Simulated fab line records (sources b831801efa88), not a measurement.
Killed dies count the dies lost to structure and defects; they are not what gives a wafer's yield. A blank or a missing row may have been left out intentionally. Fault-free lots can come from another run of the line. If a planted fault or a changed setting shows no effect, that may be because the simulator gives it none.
fab line records    flow sky130
[record] lots = 7  wafers = 21  lastDay = 50
route steps=708 shown CONTACT@411 PAD_OPEN@708
lots that met no fault: taken from a fault-free run of the same line
startH: the number of hours between the record's first day and the start of the first shown wafer of the lot    waitH: hours from the lot's prior step to this one    " the same as in the row above    L1.1+2: a row that stands for several wafers    - either no value or no given start    * or withheld: withheld    < > ~ a bound
route shown NAME@n: names a module that has steps shown in the file, with the first one's number in the route    usual: mean/standard deviation of fault-free wafers    same: alike in all rows    chamber/n: place in a boat    sites: per-site readings    _std_site: the standard deviation of these    _edge_site: mean of outer sites minus mean of inner sites    radiusMm: for every site, how far away it sits from the centre of the wafer    mask NAME#n: copy n    behind: the tool/chamber that last shaped the wafer    hold: reason for holding the lot/hours on hold/outcome of the hold    device: whichever transistor did not switch (one of n, p or np)    end of line: tests run on the same wafers once the route is complete    a step given without rows: its recipe and nothing more    killed: dies that structure and defects cost at the first sort, which is not the same as the wafer's yield    map: the dies of a wafer, with x for killed, . for not killed, _ for no die there
set.NAME: the setting that was run; set.NAME@STEP: the one run at that earlier step    model.NAME: the simulator's own value behind a step, which no gauge read
certain route steps with their lots: each step a table, each wafer a row
services: when a tool's chamber went out of use (startH, in hours from the record's first day, below 0 if earlier), for how many hours, and the reason
[[steps]]
[step SKY_CONTACT_BOW_MEAS_05]
[recipe] mode = bow
[usual] CONTACT_BOW = 83/7.4
lot.wafer  tool          chamber  startH  waitH  CONTACT_BOW[um]
L702.2     filmMetro-03  -        716.17  0.1    85
L702.3     "             -        "       "      82
L702.5     "             -        "       "      93
L710.2     filmMetro-03  -        792.65  0.3    73
L710.4     "             -        "       "      89
L710.6     "             -        "       "      91
L712.1     filmMetro-01  -        795.24  0.1    88
L712.2     "             -        "       "      85
L712.5     "             -        "       "      86
L711.2     filmMetro-02  -        796.21  0.2    79
L711.4     "             -        "       "      74
L711.5     "             -        "       "      82
L716.3     filmMetro-03  -        830.78  0.2    85
L716.5     "             -        "       "      76
L716.6     "             -        "       "      78
L722.1     filmMetro-02  -        875.53  0.1    81
L722.2     "             -        "       "      70
L722.5     "             -        "       "      80
L723.1     filmMetro-01  -        883.02  0.2    75
L723.3     "             -        "       "      77
L723.4     "             -        "       "      88
[step SKY_CONTACT_DEHYDRATE_06]
[recipe] tempC = 200  timeS = 60
[step SKY_CONTACT_HMDS_07]
[recipe] primeTimeS = 60  primeTempC = 120
[step SKY_CONTACT_COAT_08]
[recipe] resist = BARC  tempC = withheld  timeS = withheld  spinRpm = 3000  resistThkNm = 60
[step SKY_CONTACT_COAT_09]
[recipe] resist = KrF-thick  spinRpm = 3000  resistThkNm = 450
[step SKY_CONTACT_SOFTBAKE_10]
[recipe] tempC = 100  timeS = 90  resist = KrF-thick
[step SKY_CONTACT_EXPOSE_11]
[recipe] maskId = CTM1  na = 0.8  sourceShape = annular  sigmaInner = 0.55  sigmaOuter = 0.85  targetCdNm = 170  doseMj = 38
[step SKY_CONTACT_PEB_12]
[recipe] pebTempC = withheld  pebTimeS = withheld  resist = KrF-thick
[step SKY_CONTACT_DEVELOP_13]
[recipe] developTimeS = 60  resist = KrF-thick  devTempC = 21
[step SKY_CONTACT_CD_MEAS_14]
[recipe] targetCdNm = 170
[usual] cdNm = 169.7/1.4
lot.wafer  tool      chamber  startH  waitH  cdNm
L702.2     cdSem-02  -        744.22  -      171.7
L702.3     "         -        "       "      170.1
L702.5     "         -        "       "      170.0
L710.2     cdSem-01  -        818.98  -      169.1
L710.4     "         -        "       "      169.7
L710.6     "         -        "       "      168.5
L712.1     cdSem-01  -        822.91  -      170.8
L712.2     "         -        "       "      171.2
L712.5     "         -        "       "      171.2
L711.2     cdSem-02  -        823.13  -      170.4
L711.4     "         -        "       "      171.7
L711.5     "         -        "       "      171.2
L716.3     cdSem-01  -        857.30  -      169.4
L716.5     "         -        "       "      169.4
L716.6     "         -        "       "      168.9
L722.1     cdSem-02  -        901.21  -      169.1
L722.2     "         -        "       "      167.8
L722.5     "         -        "       "      167.9
L723.1     cdSem-01  -        908.16  -      169.9
L723.3     "         -        "       "      170.7
L723.4     "         -        "       "      169.6
[step SKY_CONTACT_OVL_MEAS_15]
[usual] CONTACT_OVL = 4/5.4
lot.wafer  tool        chamber  startH  waitH  CONTACT_OVL[nm]
L702.2     overlay-02  -        744.33  0.1    3
L702.3     "           -        "       "      -8
L702.5     "           -        "       "      3
L710.2     overlay-01  -        819.08  0.1    4
L710.4     "           -        "       "      11
L710.6     "           -        "       "      3
L712.1     overlay-01  -        823.03  0.1    4
L712.2     "           -        "       "      4
L712.5     "           -        "       "      5
L711.2     overlay-02  -        823.23  0.1    -4
L711.4     "           -        "       "      -1
L711.5     "           -        "       "      -3
L716.3     overlay-02  -        857.39  0.1    8
L716.5     "           -        "       "      9
L716.6     "           -        "       "      6
L722.1     overlay-01  -        901.33  0.1    15
L722.2     "           -        "       "      6
L722.5     "           -        "       "      9
L723.1     overlay-01  -        908.28  0.1    -3
L723.3     "           -        "       "      4
L723.4     "           -        "       "      -1
[step SKY_CONTACT_ETCH_16]
[recipe] chemistry = N2/H2  target = BARC  ionEnergyEv = 200  sourceW = 500  biasW = 100  pressureMtorr = 30  n2FlowSccm = 100  h2FlowSccm = 200  stopOn = SiO2  timeS = 45.9  targetDepthA = 600
[usual] biasW = 100.02/0.29  chamberPressureMTorr = 29.999/0.027  drypumpMotorCurrentA = 5.6/0.36  oesProductAu = 0.854/0.0044  throttleValvePct = 13.223/0.0091
lot.wafer  tool        chamber  startH  waitH  biasW   chamberPressureMTorr  drypumpMotorCurrentA  oesProductAu  rfHoursCounterH  throttleValvePct
L702.2     rieDiel-02  3        744.36  0.0    100.11  30.021                4.8                   0.848         12               13.228
L702.3     "           2        "       "      99.47   30.027                6.0                   0.853         9                13.233
L702.5     "           3        "       "      100.60  30.017                4.8                   0.841         -                13.216
L710.2     rieDiel-03  0        819.11  0.0    100.05  30.009                5.7                   0.847         1                13.212
L710.4     "           3        "       "      100.33  29.977                5.7                   0.852         -                13.201
L710.6     "           0        "       "      100.17  29.957                5.7                   0.850         -                13.230
L712.1     rieDiel-02  0        823.06  0.0    100.16  29.954                5.7                   0.851         22               13.211
L712.2     "           2        "       "      100.11  29.966                6.0                   0.855         12               13.206
L712.5     "           2        "       "      100.13  29.962                6.0                   0.852         -                13.221
L711.2     rieDiel-01  2        823.26  0.0    99.96   30.052                5.6                   0.854         1                13.210
L711.4     "           0        "       "      99.88   29.973                6.0                   0.848         22               13.237
L711.5     "           1        "       "      100.07  30.020                5.6                   0.853         -                13.225
L716.3     rieDiel-03  3        857.41  0.0    99.88   30.035                5.7                   0.860         11               13.224
L716.5     "           0        "       "      100.07  30.005                5.7                   0.852         -                13.223
L716.6     "           1        "       "      99.90   29.970                5.7                   0.845         -                13.231
L722.1     rieDiel-02  2        901.36  0.0    100.05  30.024                6.0                   0.852         15               13.231
L722.2     "           0        "       "      99.84   29.986                5.7                   0.852         25               13.221
L722.5     "           0        "       "      99.82   30.050                5.7                   0.855         -                13.239
L723.1     rieDiel-03  3        908.31  0.0    100.29  29.954                5.7                   0.859         13               13.232
L723.3     "           0        "       "      100.35  29.985                5.7                   0.851         5                13.207
L723.4     "           0        "       "      99.95   30.023                5.7                   0.852         -                13.212
[step SKY_CONTACT_ETCH_17]
[recipe] target = SiO2  chemistry = C4F8/O2/Ar  stopOn = Si3N4  maskMaterial = KrF-thick  sourceW = 1500  biasW = 1200  pressureMtorr = 40  c4f8FlowSccm = withheld  O2_flow_sccm = 6  Ar_flow_sccm = 300  timeS = withheld  targetDepthA = 3400
[usual] biasW = 1199/3.1  chamberPressureMTorr = 40.00/0.034  oesProductAu = 0.891/0.0051
lot.wafer  tool        chamber  startH  waitH  biasW  chamberPressureMTorr  oesProductAu  model.KrF-thick_of_CONTACT_COAT_09.thkNm
L702.2     rieDiel-02  3        744.40  0.0    1200   40.05                 0.892         327.9
L702.3     "           2        "       "      1203   39.98                 0.892         330.6
L702.5     "           3        "       "      1197   40.03                 0.892         328.4
L710.2     rieDiel-03  0        819.16  0.0    -      -                     -             392.3
L710.4     "           3        "       "      -      -                     -             391.7
L710.6     "           0        "       "      -      -                     -             390.7
L712.1     rieDiel-02  0        823.10  0.0    -      -                     -             392.1
L712.2     "           2        "       "      -      -                     -             393.1
L712.5     "           2        "       "      -      -                     -             393.4
L711.2     rieDiel-01  2        823.31  0.0    -      -                     -             391.6
L711.4     "           0        "       "      -      -                     -             392.7
L711.5     "           1        "       "      -      -                     -             392.2
L716.3     rieDiel-03  3        857.46  0.0    1201   40.00                 0.890         328.8
L716.5     "           0        "       "      1202   40.07                 0.887         328.9
L716.6     "           1        "       "      1196   40.03                 0.895         330.5
L722.1     rieDiel-02  2        901.41  0.0    1200   40.00                 0.891         332
L722.2     "           0        "       "      1199   39.98                 0.883         328.9
L722.5     "           0        "       "      1201   39.99                 0.895         328.4
L723.1     rieDiel-03  3        908.35  0.0    1202   40.00                 0.889         327.8
L723.3     "           0        "       "      1199   39.98                 0.890         328
L723.4     "           0        "       "      1195   39.94                 0.888         330
[step SKY_CONTACT_ETCH_18]
[recipe] target = Si3N4  chemistry = CHF3/O2  stopOn = TiN  sourceW = 600  biasW = 200  pressureMtorr = 40  chf3FlowSccm = 50  O2_flow_sccm = 5  timeS = 39  targetDepthA = 750
[usual] O2_flow_sccm = 4.999/0.015  biasW = 200.1/0.58  drypumpMotorCurrentA = 5.6/0.36  oesProductAu = 0.854/0.0075  throttleValvePct = 8.794/0.0089
lot.wafer  tool        chamber  startH  waitH  O2_flow_sccm  biasW  drypumpMotorCurrentA  oesProductAu  rfHoursCounterH  throttleValvePct  model.KrF-thick_of_CONTACT_COAT_09.thkNm
L702.2     rieDiel-02  3        -       -      4.985         200.3  4.8                   0.847         12               8.794             243.5
L702.3     "           2        "       "      5.007         200.9  6.0                   0.862         9                8.805             247.7
L702.5     "           3        "       "      4.987         200.4  4.8                   0.858         -                8.793             243.6
L710.2     rieDiel-03  0        -       -      5.027         200.1  5.7                   0.374         1                8.671             307.9
L710.4     "           3        "       "      5.005         199.8  5.7                   0.375         -                8.671             306.6
L710.6     "           0        "       "      4.993         199.8  5.7                   0.379         -                8.677             306.1
L712.1     rieDiel-02  0        -       -      4.980         198.9  5.7                   0.381         22               8.671             307.8
L712.2     "           2        "       "      5.003         199.6  6.0                   0.372         12               8.664             310
L712.5     "           2        "       "      5.011         199.8  6.0                   0.374         -                8.655             309.9
L711.2     rieDiel-01  2        -       -      4.985         201.6  5.5                   0.369         1                8.674             307.3
L711.4     "           0        "       "      5.010         201.1  6.0                   0.369         22               8.676             308.3
L711.5     "           1        "       "      5.001         200.3  5.6                   0.379         -                8.678             307
L716.3     rieDiel-03  3        -       -      5.006         198.7  5.6                   0.847         11               8.794             245.5
L716.5     "           0        "       "      4.992         200.6  5.7                   0.844         -                8.782             245.9
L716.6     "           1        "       "      4.981         199.6  5.7                   0.854         -                8.797             246.5
L722.1     rieDiel-02  2        -       -      4.985         199.1  6.0                   0.852         15               8.792             249.1
L722.2     "           0        "       "      4.994         200.3  5.7                   0.846         25               8.781             244.6
L722.5     "           0        "       "      5.006         199.3  5.7                   0.855         -                8.797             243.1
L723.1     rieDiel-03  3        -       -      4.979         199.9  5.7                   0.854         13               8.798             242.8
L723.3     "           0        "       "      4.979         200.5  5.7                   0.849         5                8.805             243.4
L723.4     "           0        "       "      5.005         199.9  5.7                   0.859         -                8.808             245.4
[step SKY_CONTACT_STRIP_19]
[recipe] chemistry = O2/N2  powerW = 1400  pressureMtorr = 1500  platenTempC = withheld  o2FlowSccm = 3000  n2FlowSccm = 300  overashFraction = 0.5
[usual] drypumpMotorCurrentA = 5.5/0.31  oesProductAu = 0.381/0.0047  stripTimeToEndpointS = 3.632/0.023
lot.wafer  tool            chamber  startH  waitH  drypumpMotorCurrentA  oesProductAu  rfHoursCounterH  stripTimeToEndpointS
L702.2     plasmaAsher-04  1        744.49  -      6.0                   0.376         0                3.628
L702.3     "               0        "       "      5.7                   0.383         -                3.653
L702.5     "               1        "       "      6.1                   0.381         -                3.623
L710.2     plasmaAsher-03  0        819.25  -      5.6                   0.408         46               4.290
L710.4     "               0        "       "      5.6                   0.412         -                4.276
L710.6     "               1        "       "      5.3                   0.411         -                4.293
L712.1     plasmaAsher-03  1        823.19  -      5.3                   0.415         46               4.290
L712.2     "               0        "       "      5.6                   0.420         46               4.324
L712.5     "               0        "       "      5.6                   0.410         -                4.332
L711.2     plasmaAsher-04  1        823.40  -      6.1                   0.411         3                4.293
L711.4     "               1        "       "      6.1                   0.400         -                4.302
L711.5     "               1        "       "      6.1                   0.405         -                4.281
L716.3     plasmaAsher-02  1        857.58  -      5.1                   0.384         -                3.637
L716.5     "               1        "       "      5.1                   0.381         -                3.630
L716.6     "               0        "       "      5.3                   0.379         -                3.662
L722.1     plasmaAsher-02  1        901.50  -      5.1                   0.381         111              3.676
L722.2     "               0        "       "      5.3                   0.384         111              3.647
L722.5     "               0        "       "      5.3                   0.385         -                3.590
L723.1     plasmaAsher-04  1        908.44  -      6.1                   0.381         12               3.612
L723.3     "               0        "       "      5.7                   0.380         -                3.616
L723.4     "               1        "       "      6.1                   0.384         -                3.653
[step SKY_CONTACT_STRIP_20]
[recipe] chemistry = postEtchResidueRemover  timeS = 1200  tempC = 72.5
[step SKY_PAD_OPEN_PROBE_99]
[usual] killed_at_M0_to_M3 = 44/7.2  killed_at_M4_up = 2.9/1.8  killedAtContacts = 24/5.6  killedAtFrontEnd = 15/4.2  killedAtOther = 0.4/0.71  killedDies = 86/9.2  killedOnRim = 16/3.6  killedOpen = 47/7.2  killedShort = 39/5.7
[same] grossDies = 492  killedAtBackSide = 0
lot.wafer  tool       chamber  startH   waitH  killed_at_M0_to_M3  killed_at_M4_up  killedAtContacts  killedAtFrontEnd  killedAtOther  killedDies  killedOnRim  killedOpen  killedShort
L702.2     prober-01  -        1083.62  0.1    35                  0                23                15                1              74          13           30          43
L702.3     prober-01  -        1083.67  0.2    46                  4                16                10                0              76          12           36          40
L702.5     prober-01  -        1083.77  0.2    43                  1                29                12                2              87          17           50          35
L710.2     prober-01  -        1139.02  0.1    217                 65               131               16                63             492         96           46          40
L710.4     prober-01  -        1139.12  0.2    233                 56               127               13                63             492         96           53          27
L710.6     prober-01  -        1139.22  0.2    242                 59               118               15                58             492         96           53          48
L712.1     prober-02  -        1143.07  0.1    224                 69               113               24                62             492         96           55          40
L712.2     prober-02  -        1143.12  0.1    249                 61               109               14                59             492         96           47          45
L712.5     prober-02  -        1143.27  0.2    228                 64               121               14                65             492         96           39          28
L711.2     prober-01  -        1144.62  0.1    220                 63               123               14                72             492         96           51          35
L711.4     prober-01  -        1144.72  0.2    214                 81               110               25                62             492         96           41          45
L711.5     prober-01  -        1144.77  0.2    221                 73               119               17                62             492         96           56          40
L716.3     prober-01  -        1166.97  0.2    41                  4                19                15                0              79          12           41          38
L716.5     prober-01  -        1167.07  0.2    54                  3                20                12                0              89          14           53          36
L716.6     prober-01  -        1167.12  0.2    46                  2                16                17                0              81          13           38          43
L722.1     prober-01  -        1197.13  0.1    32                  2                26                14                0              74          19           35          38
L722.2     prober-01  -        1197.18  0.1    40                  3                15                15                1              74          9            35          39
L722.5     prober-01  -        1197.33  0.2    29                  0                27                11                0              67          9            36          30
L723.1     prober-01  -        1200.18  0.1    37                  4                22                16                0              79          13           38          40
L723.3     prober-01  -        1200.28  0.2    47                  3                19                18                0              87          19           45          41
L723.4     prober-01  -        1200.33  0.2    35                  4                21                11                1              72          18           41          29
// killed by level:class
L702.2 VIA1:geometricParticle:short=9 CONTACT:geometricParticle:open=9 VIA3:geometricParticle:open=9 FIELD_ISO:geometricParticle:short=6 LOCAL_INTERCONNECT:geometricParticle:short=6 VIA2:geometricParticle:short=5 CONTACT:geometricParticle:short=4 VIA1:geometricParticle:open=4
L702.3 METAL1:geometricParticle:short=9 VIA1:geometricParticle:open=8 VIA3:geometricParticle:short=7 VIA3:geometricParticle:open=6 LI_CONTACT:geometricParticle:open=5 VIA1:geometricParticle:short=5 VIA2:geometricParticle:open=4 POLY_GATE:geometricParticle:short=3
L702.5 VIA1:geometricParticle:open=9 LI_CONTACT:geometricParticle:open=8 VIA2:geometricParticle:open=8 LI_CONTACT:geometricParticle:short=7 VIA3:geometricParticle:open=7 FIELD_ISO:geometricParticle:open=6 CONTACT:geometricParticle:open=6 VIA1:geometricParticle:short=5
L710.2 CONTACT:areaEtch=102 METAL4:areaExpose=36 VIA3:areaExpose=34 METAL3:areaExpose=34 VIA1:areaExpose=33 CAP2M:areaExpose=33 METAL2:areaExpose=33 CAPM:areaExpose=30
L710.4 CONTACT:areaEtch=101 METAL3:areaExpose=39 VIA2:areaExpose=37 METAL1:areaExpose=35 CAP2M:areaExpose=34 METAL4:areaExpose=29 METAL2:areaExpose=29 CAPM:areaExpose=29
L710.6 CONTACT:areaEtch=89 VIA3:areaExpose=34 CAP2M:areaExpose=34 VIA2:areaExpose=34 METAL3:areaExpose=32 METAL2:areaExpose=31 VIA1:areaExpose=30 VIA4:areaExpose=28
L712.1 CONTACT:areaEtch=85 VIA1:areaExpose=41 CAPM:areaExpose=34 VIA2:areaExpose=34 METAL4:areaExpose=34 METAL1:areaExpose=33 VIA4:areaExpose=33 VIA3:areaExpose=30
L712.2 CONTACT:areaEtch=89 VIA3:areaExpose=38 VIA1:areaExpose=37 METAL3:areaExpose=34 VIA4:areaExpose=33 CAP2M:areaExpose=30 METAL2:areaExpose=30 CAPM:areaExpose=29
L712.5 CONTACT:areaEtch=101 VIA2:areaExpose=39 VIA1:areaExpose=37 METAL4:areaExpose=35 CAP2M:areaExpose=34 METAL2:areaExpose=32 VIA3:areaExpose=32 CAPM:areaExpose=31
L711.2 CONTACT:areaEtch=101 CAPM:areaExpose=39 VIA4:areaExpose=36 METAL3:areaExpose=35 CAP2M:areaExpose=33 VIA3:areaExpose=32 VIA1:areaExpose=31 METAL1:areaExpose=29
L711.4 CONTACT:areaEtch=90 METAL4:areaExpose=39 VIA4:areaExpose=37 CAP2M:areaExpose=37 VIA2:areaExpose=34 METAL3:areaExpose=33 VIA3:areaExpose=29 METAL1:areaExpose=29
L711.5 CONTACT:areaEtch=91 VIA3:areaExpose=36 VIA4:areaExpose=35 METAL4:areaExpose=34 METAL2:areaExpose=33 CAP2M:areaExpose=33 METAL1:areaExpose=32 VIA1:areaExpose=30
L716.3 VIA2:geometricParticle:open=8 VIA1:geometricParticle:open=6 CONTACT:geometricParticle:open=6 FIELD_ISO:geometricParticle:open=5 VIA3:geometricParticle:open=5 LOCAL_INTERCONNECT:geometricParticle:short=5 METAL2:geometricParticle:short=5 POLY_GATE:geometricParticle:short=4
L716.5 VIA1:geometricParticle:open=14 VIA1:geometricParticle:short=9 VIA2:geometricParticle:open=8 LI_CONTACT:geometricParticle:open=8 METAL2:geometricParticle:short=7 POLY_GATE:geometricParticle:open=5 CONTACT:geometricParticle:open=5 METAL1:geometricParticle:short=4
L716.6 VIA1:geometricParticle:open=10 VIA1:geometricParticle:short=10 METAL2:geometricParticle:short=6 LOCAL_INTERCONNECT:geometricParticle:short=5 CONTACT:geometricParticle:open=5 METAL3:geometricParticle:short=5 FIELD_ISO:geometricParticle:short=4 POLY_GATE:geometricParticle:short=4
L722.1 CONTACT:geometricParticle:open=11 VIA2:geometricParticle:open=8 CONTACT:geometricParticle:short=5 METAL1:geometricParticle:short=5 METAL2:geometricParticle:short=4 LI_CONTACT:geometricParticle:short=4 LI_CONTACT:geometricParticle:open=4 VIA3:geometricParticle:open=4
L722.2 VIA1:geometricParticle:open=7 FIELD_ISO:geometricParticle:short=5 METAL2:geometricParticle:short=5 CONTACT:geometricParticle:short=5 VIA3:geometricParticle:open=5 VIA1:geometricParticle:short=5 FIELD_ISO:geometricParticle:open=4 POLY_GATE:geometricParticle:open=4
L722.5 LI_CONTACT:geometricParticle:open=8 CONTACT:geometricParticle:open=6 VIA2:geometricParticle:open=5 LOCAL_INTERCONNECT:geometricParticle:short=5 VIA3:geometricParticle:open=5 CONTACT:geometricParticle:short=4 METAL1:geometricParticle:short=4 VIA1:geometricParticle:short=4
L723.1 VIA1:geometricParticle:open=7 CONTACT:geometricParticle:short=6 CONTACT:geometricParticle:open=6 VIA1:geometricParticle:short=6 LI_CONTACT:geometricParticle:open=5 METAL1:geometricParticle:short=5 LOCAL_INTERCONNECT:geometricParticle:short=4 METAL2:geometricParticle:short=4
L723.3 VIA1:geometricParticle:open=13 CONTACT:geometricParticle:open=8 VIA2:geometricParticle:open=8 METAL1:geometricParticle:short=7 METAL2:geometricParticle:short=7 FIELD_ISO:geometricParticle:short=6 FIELD_ISO:geometricParticle:open=5 CONTACT:geometricParticle:short=4
L723.4 VIA1:geometricParticle:open=7 CONTACT:geometricParticle:open=7 METAL1:geometricParticle:open=5 VIA3:geometricParticle:open=5 POLY_GATE:geometricParticle:open=4 LI_CONTACT:geometricParticle:open=4 LOCAL_INTERCONNECT:geometricParticle:short=4 VIA1:geometricParticle:short=4
// map L710.2 (x killed, . not)
__________xxxxxxxxxx_________
________xxxxxxxxxxxxxx_______
______xxxxxxxxxxxxxxxxxx_____
_____xxxxxxxxxxxxxxxxxxxx____
____xxxxxxxxxxxxxxxxxxxxxx___
___xxxxxxxxxxxxxxxxxxxxxxxx__
__xxxxxxxxxxxxxxxxxxxxxxxxxx_
_xxxxxxxxxxxxxxxxxxxxxxxxxxxx
_xxxxxxxxxxxxxxxxxxxxxxxxxxxx
_xxxxxxxxxxxxxxxxxxxxxxxxxxxx
_xxxxxxxxxxxxxxxxxxxxxxxxxxxx
_xxxxxxxxxxxxxxxxxxxxxxxxxxxx
_xxxxxxxxxxxxxxxxxxxxxxxxxxxx
_xxxxxxxxxxxxxxxxxxxxxxxxxxxx
_xxxxxxxxxxxxxxxxxxxxxxxxxxxx
__xxxxxxxxxxxxxxxxxxxxxxxxxx_
___xxxxxxxxxxxxxxxxxxxxxxxx__
____xxxxxxxxxxxxxxxxxxxxxx___
_____xxxxxxxxxxxxxxxxxxxx____
______xxxxxxxxxxxxxxxxxx_____
________xxxxxxxxxxxxxx_______
__________xxxxxxxxxx_________
// map L711.2 (x killed, . not)
__________xxxxxxxxxx_________
________xxxxxxxxxxxxxx_______
______xxxxxxxxxxxxxxxxxx_____
_____xxxxxxxxxxxxxxxxxxxx____
____xxxxxxxxxxxxxxxxxxxxxx___
___xxxxxxxxxxxxxxxxxxxxxxxx__
__xxxxxxxxxxxxxxxxxxxxxxxxxx_
_xxxxxxxxxxxxxxxxxxxxxxxxxxxx
_xxxxxxxxxxxxxxxxxxxxxxxxxxxx
_xxxxxxxxxxxxxxxxxxxxxxxxxxxx
_xxxxxxxxxxxxxxxxxxxxxxxxxxxx
_xxxxxxxxxxxxxxxxxxxxxxxxxxxx
_xxxxxxxxxxxxxxxxxxxxxxxxxxxx
_xxxxxxxxxxxxxxxxxxxxxxxxxxxx
_xxxxxxxxxxxxxxxxxxxxxxxxxxxx
__xxxxxxxxxxxxxxxxxxxxxxxxxx_
___xxxxxxxxxxxxxxxxxxxxxxxx__
____xxxxxxxxxxxxxxxxxxxxxx___
_____xxxxxxxxxxxxxxxxxxxx____
______xxxxxxxxxxxxxxxxxx_____
________xxxxxxxxxxxxxx_______
__________xxxxxxxxxx_________
[[services]]
tool            chamber  startH  hours  kind
rieDiel-01      -        722.88  0.5    repair
plasmaAsher-04  -        733.75  9.0    pm
rieDiel-03      3        738.70  3.9    repair
plasmaAsher-02  -        743.40  3.0    repair
rieDiel-02      0        748.40  12.2   repair
plasmaAsher-04  -        765.51  37.2   repair
rieDiel-01      1        770.24  3.1    repair
plasmaAsher-04  -        775.08  2.7    repair
rieDiel-03      0        775.66  -      clean
rieDiel-03      0        775.66  21.1   scheduledDown
rieDiel-02      1        782.98  27.2   repair
rieDiel-02      3        801.54  3.1    repair
plasmaAsher-04  -        802.75  14.6   pm
rieDiel-03      -        827.42  0.1    repair
plasmaAsher-02  -        827.59  0.6    repair
rieDiel-03      2        841.86  17.4   repair
rieDiel-03      1        842.99  7.9    repair
rieDiel-01      -        845.61  15.4   repair
rieDiel-03      3        848.03  4.3    repair
plasmaAsher-03  -        854.49  0.5    repair
rieDiel-02      1        864.97  4.3    repair
rieDiel-03      -        873.41  0.1    repair
rieDiel-01      3        891.22  4.3    repair
rieDiel-03      1        905.60  5.8    repair
[[key]]
[firstSign] step = SKY_CONTACT_ETCH_17  reading = toolRecord  direction = missing
[effect] step = SKY_CONTACT_ETCH_18  reading = oesProductAu  direction = down  sigmas = 64  usual = 0.854  struck = 0.375
[effect] step = SKY_CONTACT_STRIP_19  reading = stripTimeToEndpointS  direction = up  sigmas = 29  usual = *  struck = *
[effect] step = SKY_PAD_OPEN_PROBE_99  reading = killedAtOther  direction = up  sigmas = 62  usual = 0.4  struck = 62.9
[modelEffect] step = SKY_CONTACT_ETCH_17  value = KrF-thick_of_CONTACT_COAT_09.thkNm  without = 327.8  struck = 392.2
[modelEffect] step = SKY_CONTACT_ETCH_18  value = KrF-thick_of_CONTACT_COAT_09.thkNm  without = 243.4  struck = 307.9
metAt SKY_CONTACT_ETCH_17
struckWafers L710.2,L710.4,L710.6,L711.2,L711.4,L711.5,L712.1,L712.2,L712.5
laterRowsLeftOut L710.2,L710.4,L710.6,L711.2,L711.4,L711.5,L712.1,L712.2,L712.5
testerLeftOut L710,L711,L712
onsetBetween 744.40 819.16
[fault] kind = skippedStepWhole  tool = rieDiel-01,rieDiel-02,rieDiel-03  chamber = -  onsetH = 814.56  steps = SKY_CONTACT_ETCH_17  scope = struckLotsOnly
// testerLeftOut: of these lots the tester's yield and bins aren't shown, on N5 and GAA mostly nor the transistor test; their killed dies are dies lost to structure and defects alone, not to doping, threshold or leakage, so they don't give the yield
// laterRowsLeftOut: the simulator's readings of these wafers behind a module that went badly wrong aren't trusted and aren't shown, but for the sort
